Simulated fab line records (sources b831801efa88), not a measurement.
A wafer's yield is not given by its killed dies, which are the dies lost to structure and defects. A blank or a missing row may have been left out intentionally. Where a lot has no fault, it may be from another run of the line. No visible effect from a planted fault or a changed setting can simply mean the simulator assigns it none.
fab line records -- flow sky130
record: lots: 12, wafers: 34, lastDay: 50
route steps=708 shown VT_ADJUST_NCORE@121 VT_ADJUST_HVTR@139 VT_ADJUST_PCH@153 PAD_OPEN@708
lots untouched by any fault: they come from a run of this same line in which no faults occurred
startH: hours from the record's opening day to when the first of the lot's shown wafers began -- waitH: hours since the lot's step before -- " unchanged from the row above -- L1.1+2: a row that stands for several wafers -- - no value present, or no start provided -- * or withheld: withheld -- < > ~ a bound
route shown NAME@n: NAME is a module with steps in the file, n the number in the route of the first one -- usual: mean and standard deviation over wafers with no fault -- same: alike in all rows -- chamber/n: place in a boat -- sites: the reading at each site -- _std_site: the values' standard deviation -- _edge_site: the outer-site mean with the inner-site mean subtracted -- radiusMm: for every site, how far away it sits from the centre of the wafer -- mask NAME#n: copy n -- behind: the last tool/chamber to shape the wafer -- hold: why the lot went on hold/how many hours it stayed there/how the hold came to an end -- device: the n, p or np transistor that did not switch -- end of line: the same wafers' tests at the end of the route -- for a step that has no rows: nothing shown but its recipe -- killed: dies that structure and defects cost at the first sort, which is not the same as the wafer's yield -- map: the dies of a wafer, with x for killed, . for not killed, _ for no die there
set.NAME: the setting that was run; set.NAME@STEP: the one run at that earlier step -- model.NAME: the simulator's own value behind a step, which no gauge read
a sample of lots followed through the steps of the route, with each step as a table and each wafer as a row
services: when a tool's chamber went out of use (startH, in hours from the record's first day, below 0 if earlier), for how many hours, and the reason
== steps ==
step: SKY_VT_ADJUST_NCORE_COAT_02
recipe: resist: NOVOLAK, spinRpm: 3000, resistThkNm: 1140
usual: spinSpeedRpm: 3000.3/1.9
lot.wafer,tool,chamber,startH,waitH,spinSpeedRpm
L864.2,lithoTrack-04,0,174.98,0.1,2998.1
L864.4,lithoTrack-04,0,174.98,0.1,2998.5
L864.5,lithoTrack-04,0,174.98,0.1,2997.6
L865.1,lithoTrack-02,0,177.31,0.1,2998.0
L865.2,lithoTrack-02,0,177.31,0.1,2998.3
L865.6,lithoTrack-02,0,177.31,0.1,2998.9
L867.1,lithoTrack-04,0,192.36,0.1,3003.5
L867.4,lithoTrack-04,0,192.36,0.1,3003.1
L867.6,lithoTrack-04,0,192.36,0.1,3000.6
L874.2,lithoTrack-04,0,246.43,0.1,3334.9
L874.4,lithoTrack-04,0,246.43,0.1,3334.9
L874.6,lithoTrack-04,0,246.43,0.1,3335.3
L873.2,lithoTrack-04,0,247.63,0.1,3338.0
L873.4,lithoTrack-04,0,247.63,0.1,3339.0
L873.6,lithoTrack-04,0,247.63,0.1,3337.0
L875.2,lithoTrack-03,0,254.86,0.1,3000.5
L875.4,lithoTrack-03,0,254.86,0.1,3001.0
L875.5,lithoTrack-03,0,254.86,0.1,3000.2
L876.4,lithoTrack-02,0,260.64,0.1,2999.7
L876.6,lithoTrack-02,0,260.64,0.1,3001.5
L878.1,lithoTrack-03,0,271.49,0.1,3001.0
L878.3,lithoTrack-03,0,271.49,0.1,3004.3
L878.4,lithoTrack-03,0,271.49,0.1,2999.2
L881.3,lithoTrack-02,0,290.96,0.1,3000.8
L881.6,lithoTrack-02,0,290.96,0.1,3001.5
L883.3,lithoTrack-02,0,304.46,0.1,3001.4
L883.4,lithoTrack-02,0,304.46,0.1,3002.8
L883.6,lithoTrack-02,0,304.46,0.1,3003.8
L885.1,lithoTrack-02,0,319.51,0.1,2998.0
L885.4,lithoTrack-02,0,319.51,0.1,2996.4
L885.6,lithoTrack-02,0,319.51,0.1,3002.6
L887.1,lithoTrack-02,0,330.46,0.1,3001.1
L887.3,lithoTrack-02,0,330.46,0.1,2997.9
L887.6,lithoTrack-02,0,330.46,0.1,2999.4
step: SKY_VT_ADJUST_NCORE_CD_MEAS_07
recipe: targetCdNm: 380
usual: cdNm: 380.0/2.2
lot.wafer,tool,chamber,startH,waitH,cdNm
L864.2,cdSem-02,-,185.81,0.1,382.6
L864.4,cdSem-02,-,185.81,0.1,381.8
L864.5,cdSem-02,-,185.81,0.1,381.6
L865.1,cdSem-01,-,188.46,0.1,383.1
L865.2,cdSem-01,-,188.46,0.1,383.2
L865.6,cdSem-01,-,188.46,0.1,384.0
L867.1,cdSem-01,-,203.31,0.1,380.4
L867.4,cdSem-01,-,203.31,0.1,378.0
L867.6,cdSem-01,-,203.31,0.1,379.3
L874.2,cdSem-01,-,258.56,0.1,385.2
L874.4,cdSem-01,-,258.56,0.1,386.9
L874.6,cdSem-01,-,258.56,0.1,388.3
L873.2,cdSem-02,-,259.33,0.1,386.6
L873.4,cdSem-02,-,259.33,0.1,385.7
L873.6,cdSem-02,-,259.33,0.1,388.4
L875.2,cdSem-02,-,266.58,0.1,378.5
L875.4,cdSem-02,-,266.58,0.1,379.6
L875.5,cdSem-02,-,266.58,0.1,380.4
L876.4,cdSem-01,-,272.47,0.1,381.5
L876.6,cdSem-01,-,272.47,0.1,383.3
L878.1,cdSem-01,-,284.36,0.1,377.7
L878.3,cdSem-01,-,284.36,0.1,378.2
L878.4,cdSem-01,-,284.36,0.1,381.3
L881.3,cdSem-02,-,303.55,0.1,379.3
L881.6,cdSem-02,-,303.55,0.1,375.7
L883.3,cdSem-01,-,317.90,0.1,382.7
L883.4,cdSem-01,-,317.90,0.1,381.7
L883.6,cdSem-01,-,317.90,0.1,380.1
L885.1,cdSem-02,-,332.69,0.1,380.1
L885.4,cdSem-02,-,332.69,0.1,382.0
L885.6,cdSem-02,-,332.69,0.1,379.4
L887.1,cdSem-01,-,344.59,0.1,377.6
L887.3,cdSem-01,-,344.59,0.1,377.3
L887.6,cdSem-01,-,344.59,0.1,379.3
step: SKY_VT_ADJUST_NCORE_STRIP_10
recipe: chemistry: O2/N2, powerW: 1400, pressureMtorr: 1500, platenTempC: withheld, o2FlowSccm: 3000, n2FlowSccm: 300, overashFraction: 0.5
usual: drypumpMotorCurrentA: 6.02/0.27, oesProductAu: 0.716/0.0046, stripTimeToEndpointS: 14.17/0.041
lot.wafer,tool,chamber,startH,waitH,drypumpMotorCurrentA,oesProductAu,rfHoursCounterH,stripTimeToEndpointS
L864.2,plasmaAsher-04,0,186.10,0.1,5.97,0.715,7,14.14
L864.4,plasmaAsher-04,1,186.10,0.1,6.46,0.717,-,14.17
L864.5,plasmaAsher-04,1,186.10,0.1,6.45,0.712,-,14.13
L865.1,plasmaAsher-02,0,188.77,0.1,5.74,0.719,51,14.18
L865.2,plasmaAsher-02,1,188.77,0.1,6.27,0.709,51,14.20
L865.6,plasmaAsher-02,0,188.77,0.1,5.75,0.712,-,14.19
L867.1,plasmaAsher-02,1,203.62,0.1,6.24,0.715,53,14.18
L867.4,plasmaAsher-02,1,203.62,0.1,6.25,0.710,-,14.18
L867.6,plasmaAsher-02,1,203.62,0.1,6.24,0.721,-,14.20
L874.2,plasmaAsher-02,1,258.85,0.1,6.25,0.718,58,13.46
L874.4,plasmaAsher-02,1,258.85,0.1,6.27,0.713,-,13.45
L874.6,plasmaAsher-02,0,258.85,0.1,5.75,0.720,-,13.48
L873.2,plasmaAsher-02,0,259.61,0.1,5.75,0.717,58,13.54
L873.4,plasmaAsher-02,1,259.61,0.1,6.25,0.718,-,13.52
L873.6,plasmaAsher-02,0,259.61,0.1,5.74,0.719,-,13.56
L875.2,plasmaAsher-02,0,266.86,0.1,5.72,0.719,59,14.17
L875.4,plasmaAsher-02,0,266.86,0.1,5.71,0.719,-,14.12
L875.5,plasmaAsher-02,1,266.86,0.1,6.25,0.718,-,14.16
L876.4,plasmaAsher-02,1,272.75,0.1,6.26,0.722,-,14.11
L876.6,plasmaAsher-02,0,272.75,0.1,5.74,0.724,-,14.11
L878.1,plasmaAsher-01,1,284.67,0.1,5.69,0.719,61,14.19
L878.3,plasmaAsher-01,0,284.67,0.1,5.92,0.716,-,14.18
L878.4,plasmaAsher-01,1,284.67,0.1,5.70,0.719,-,14.16
L881.3,plasmaAsher-04,0,303.85,0.1,5.95,0.716,-,14.07
L881.6,plasmaAsher-04,0,303.85,0.1,5.94,0.714,-,14.11
L883.3,plasmaAsher-04,0,318.20,0.1,5.93,0.718,-,14.19
L883.4,plasmaAsher-04,1,318.20,0.1,6.41,0.719,-,14.18
L883.6,plasmaAsher-04,0,318.20,0.1,5.94,0.710,-,14.18
L885.1,plasmaAsher-01,1,332.99,0.1,5.66,0.712,66,14.21
L885.4,plasmaAsher-01,0,332.99,0.1,5.92,0.708,-,14.23
L885.6,plasmaAsher-01,1,332.99,0.1,5.67,0.713,-,14.24
L887.1,plasmaAsher-01,1,344.89,0.1,5.69,0.714,67,14.13
L887.3,plasmaAsher-01,0,344.89,0.1,5.92,0.712,-,14.08
L887.6,plasmaAsher-01,1,344.89,0.1,5.68,0.711,-,14.13
step: SKY_VT_ADJUST_HVTR_OVL_MEAS_08
usual: VT_ADJUST_HVTR_OVL: -0.3/1.4
lot.wafer,tool,chamber,startH,waitH,VT_ADJUST_HVTR_OVL[nm]
L864.2,overlay-01,-,207.67,0.1,0.6
L864.4,overlay-01,-,207.67,0.1,-0.8
L864.5,overlay-01,-,207.67,0.1,-0.4
L865.1,overlay-01,-,210.56,0.1,0.7
L865.2,overlay-01,-,210.56,0.1,2.0
L865.6,overlay-01,-,210.56,0.1,0.6
L867.1,overlay-01,-,226.23,0.1,-0.7
L867.4,overlay-01,-,226.23,0.1,0.0
L867.6,overlay-01,-,226.23,0.1,-1.0
L874.2,overlay-02,-,282.79,0.1,-0.9
L874.4,overlay-02,-,282.79,0.1,1.1
L874.6,overlay-02,-,282.79,0.1,0.4
L873.2,overlay-02,-,284.19,0.1,-1.2
L873.4,overlay-02,-,284.19,0.1,-1.2
L873.6,overlay-02,-,284.19,0.1,-1.3
L875.2,overlay-01,-,291.46,0.1,-0.3
L875.4,overlay-01,-,291.46,0.1,-1.9
L875.5,overlay-01,-,291.46,0.1,-1.0
L876.4,overlay-02,-,297.73,0.1,-0.7
L876.6,overlay-02,-,297.73,0.1,2.1
L878.1,overlay-02,-,310.43,0.1,-1.4
L878.3,overlay-02,-,310.43,0.1,-1.6
L878.4,overlay-02,-,310.43,0.1,-1.9
L881.3,overlay-01,-,330.24,0.1,-2.8
L881.6,overlay-01,-,330.24,0.1,-1.2
L883.3,overlay-02,-,345.02,0.1,-1.4
L883.4,overlay-02,-,345.02,0.1,-1.3
L883.6,overlay-02,-,345.02,0.1,-1.9
L885.1,overlay-01,-,360.93,0.1,-1.3
L885.4,overlay-01,-,360.93,0.1,0.5
L885.6,overlay-01,-,360.93,0.1,-3.1
L887.1,overlay-01,-,373.33,0.1,-0.2
L887.3,overlay-01,-,373.33,0.1,0.4
L887.6,overlay-01,-,373.33,0.1,0.3
step: SKY_VT_ADJUST_HVTR_TW_MEAS_11
usual: VT_ADJUST_HVTR_TW: 210.8/1.4
lot.wafer,tool,chamber,startH,waitH,VT_ADJUST_HVTR_TW
L864.2,filmMetro-04,-,207.96,0.1,209.3
L864.4,filmMetro-04,-,207.96,0.1,209.9
L864.5,filmMetro-04,-,207.96,0.1,210.5
L865.1,filmMetro-01,-,210.85,0.1,213.3
L865.2,filmMetro-01,-,210.85,0.1,212.4
L865.6,filmMetro-01,-,210.85,0.1,212.7
L867.1,filmMetro-04,-,226.51,0.1,209.8
L867.4,filmMetro-04,-,226.51,0.1,210.2
L867.6,filmMetro-04,-,226.51,0.1,211.0
L874.2,filmMetro-02,-,283.08,0.1,209.8
L874.4,filmMetro-02,-,283.08,0.1,209.3
L874.6,filmMetro-02,-,283.08,0.1,210.1
L873.2,filmMetro-04,-,284.48,0.1,210.2
L873.4,filmMetro-04,-,284.48,0.1,210.5
L873.6,filmMetro-04,-,284.48,0.1,209.3
L875.2,filmMetro-02,-,291.75,0.1,210.4
L875.4,filmMetro-02,-,291.75,0.1,209.4
L875.5,filmMetro-02,-,291.75,0.1,209.2
L876.4,filmMetro-04,-,298.02,0.1,210.2
L876.6,filmMetro-04,-,298.02,0.1,209.3
L878.1,filmMetro-02,-,310.71,0.1,210.3
L878.3,filmMetro-02,-,310.71,0.1,210.1
L878.4,filmMetro-02,-,310.71,0.1,209.8
L881.3,filmMetro-04,-,330.54,0.1,209.3
L881.6,filmMetro-04,-,330.54,0.1,209.3
L883.3,filmMetro-04,-,345.31,0.1,209.5
L883.4,filmMetro-04,-,345.31,0.1,209.2
L883.6,filmMetro-04,-,345.31,0.1,209.3
L885.1,filmMetro-02,-,361.22,0.1,210.3
L885.4,filmMetro-02,-,361.22,0.1,209.6
L885.6,filmMetro-02,-,361.22,0.1,208.9
L887.1,filmMetro-01,-,373.62,0.1,212.4
L887.3,filmMetro-01,-,373.62,0.1,213.2
L887.6,filmMetro-01,-,373.62,0.1,212.1
step: SKY_VT_ADJUST_PCH_TW_MEAS_10
usual: VT_ADJUST_PCH_TW: 142.4/0.93
lot.wafer,tool,chamber,startH,waitH,VT_ADJUST_PCH_TW
L864.2,filmMetro-01,-,231.61,0.1,143.8
L864.4,filmMetro-01,-,231.61,0.1,144.0
L864.5,filmMetro-01,-,231.61,0.1,144.1
L865.1,filmMetro-04,-,234.35,0.1,142.1
L865.2,filmMetro-04,-,234.35,0.1,142.3
L865.6,filmMetro-04,-,234.35,0.1,142.5
L867.1,filmMetro-03,-,249.65,0.1,141.7
L867.4,filmMetro-03,-,249.65,0.1,140.8
L867.6,filmMetro-03,-,249.65,0.1,141.5
L874.2,filmMetro-04,-,309.51,0.1,141.8
L874.4,filmMetro-04,-,309.51,0.1,141.4
L874.6,filmMetro-04,-,309.51,0.1,141.6
L873.2,filmMetro-04,-,309.96,0.1,142.4
L873.4,filmMetro-04,-,309.96,0.1,141.1
L873.6,filmMetro-04,-,309.96,0.1,142.3
L875.2,filmMetro-03,-,318.18,0.1,141.2
L875.4,filmMetro-03,-,318.18,0.1,140.9
L875.5,filmMetro-03,-,318.18,0.1,140.8
L876.4,filmMetro-04,-,325.23,0.1,141.7
L876.6,filmMetro-04,-,325.23,0.1,141.7
L878.1,filmMetro-04,-,337.75,0.1,142.0
L878.3,filmMetro-04,-,337.75,0.1,141.4
L878.4,filmMetro-04,-,337.75,0.1,141.9
L881.3,filmMetro-04,-,357.99,0.1,141.4
L881.6,filmMetro-04,-,357.99,0.1,141.2
L883.3,filmMetro-04,-,374.19,0.1,142.8
L883.4,filmMetro-04,-,374.19,0.1,141.9
L883.6,filmMetro-04,-,374.19,0.1,142.4
L885.1,filmMetro-03,-,390.17,0.1,140.6
L885.4,filmMetro-03,-,390.17,0.1,142.2
L885.6,filmMetro-03,-,390.17,0.1,142.0
L887.1,filmMetro-03,-,402.52,0.1,141.4
L887.3,filmMetro-03,-,402.52,0.1,142.4
L887.6,filmMetro-03,-,402.52,0.1,141.2
step: SKY_PAD_OPEN_PROBE_99
usual: killed_at_M0_to_M3: 43/6.3, killed_at_M4_up: 3.0/1.6, killedAtContacts: 25/5, killedAtFrontEnd: 15/4.4, killedAtOther: 0.3/0.8, killedDies: 85/8.7, killedOnRim: 17/3.7, killedOpen: 47/6.9, killedShort: 38/6.3
same: grossDies: 492, killedAtBackSide: 0
lot.wafer,tool,chamber,startH,waitH,killed_at_M0_to_M3,killed_at_M4_up,killedAtContacts,killedAtFrontEnd,killedAtOther,killedDies,killedOnRim,killedOpen,killedShort
L876.4,prober-01,-,1153.52,0.2,42,4,26,18,1,91,13,53,38
L876.6,prober-01,-,1153.62,0.2,37,0,18,18,0,73,15,42,31
L883.3,prober-02,-,1179.13,0.2,39,4,21,17,1,82,14,42,40
L883.4,prober-02,-,1179.18,0.2,43,4,29,16,1,93,21,39,54
L883.6,prober-02,-,1179.28,0.2,56,3,21,11,0,91,19,39,52
killed by level:class
L876.4 CONTACT:geometricParticle:open=10 VIA3:geometricParticle:open=10 VIA1:geometricParticle:open=9 VIA2:geometricParticle:open=6 FIELD_ISO:geometricParticle:short=5 CONTACT:geometricParticle:short=5 LI_CONTACT:geometricParticle:open=4 FIELD_ISO:geometricParticle:open=4
L876.6 VIA1:geometricParticle:open=11 FIELD_ISO:geometricParticle:open=7 METAL2:geometricParticle:short=7 CONTACT:geometricParticle:open=6 CONTACT:geometricParticle:short=5 VIA2:geometricParticle:open=5 LI_CONTACT:geometricParticle:open=4 POLY_GATE:geometricParticle:short=4
L883.3 VIA1:geometricParticle:open=12 CONTACT:geometricParticle:open=7 VIA1:geometricParticle:short=7 CONTACT:geometricParticle:short=6 FIELD_ISO:geometricParticle:open=5 POLY_GATE:geometricParticle:open=5 VIA3:geometricParticle:open=4 METAL4:geometricParticle:short=4
L883.4 CONTACT:geometricParticle:open=11 VIA1:geometricParticle:short=11 VIA1:geometricParticle:open=9 CONTACT:geometricParticle:short=8 METAL1:geometricParticle:short=7 LOCAL_INTERCONNECT:geometricParticle:short=5 SPACER:geometricParticle:open=4 VIA3:geometricParticle:open=4
L883.6 VIA1:geometricParticle:open=13 CONTACT:geometricParticle:open=9 METAL1:geometricParticle:short=9 LOCAL_INTERCONNECT:geometricParticle:short=7 VIA1:geometricParticle:short=7 VIA3:geometricParticle:short=7 FIELD_ISO:geometricParticle:short=5 VIA3:geometricParticle:open=5
== services ==
tool,chamber,startH,hours,kind
plasmaAsher-04,-,245.88,5.9,pm
plasmaAsher-01,-,246.66,1.7,repair
plasmaAsher-02,-,305.66,4.8,repair
== key ==
firstSign: step: SKY_VT_ADJUST_NCORE_COAT_02, reading: spinSpeedRpm, direction: up, sigmas: 99+, usual: 3000.3, struck: 3336.5
effect: step: SKY_VT_ADJUST_NCORE_CD_MEAS_07, reading: cdNm, direction: up, sigmas: 3.1, usual: 380.0, struck: 386.8
effect: step: SKY_VT_ADJUST_NCORE_STRIP_10, reading: stripTimeToEndpointS, direction: down, sigmas: 17, usual: *, struck: *
metAt SKY_VT_ADJUST_NCORE_COAT_02
struckLots L873,L874
testerLeftOut L873,L874
notActingAt SKY_VT_ADJUST_HVTR_OVL_MEAS_08,SKY_VT_ADJUST_HVTR_TW_MEAS_11,SKY_VT_ADJUST_PCH_TW_MEAS_10
onsetBetween 192.36 246.43
fault: kind: processParameterDrift, tool: lithoTrack-04, chamber: -, onsetH: 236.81, steps: SKY_VT_ADJUST_NCORE_COAT_02, channel: spinRpm, offset: 337.55, shape: step, endH: 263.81, actsIn: theseRecipesOnly, stated: 3000
testerLeftOut: of these lots the tester's yield and bins aren't shown, on N5 and GAA mostly nor the transistor test; their killed dies are dies lost to structure and defects alone, not to doping, threshold or leakage, so they don't give the yield
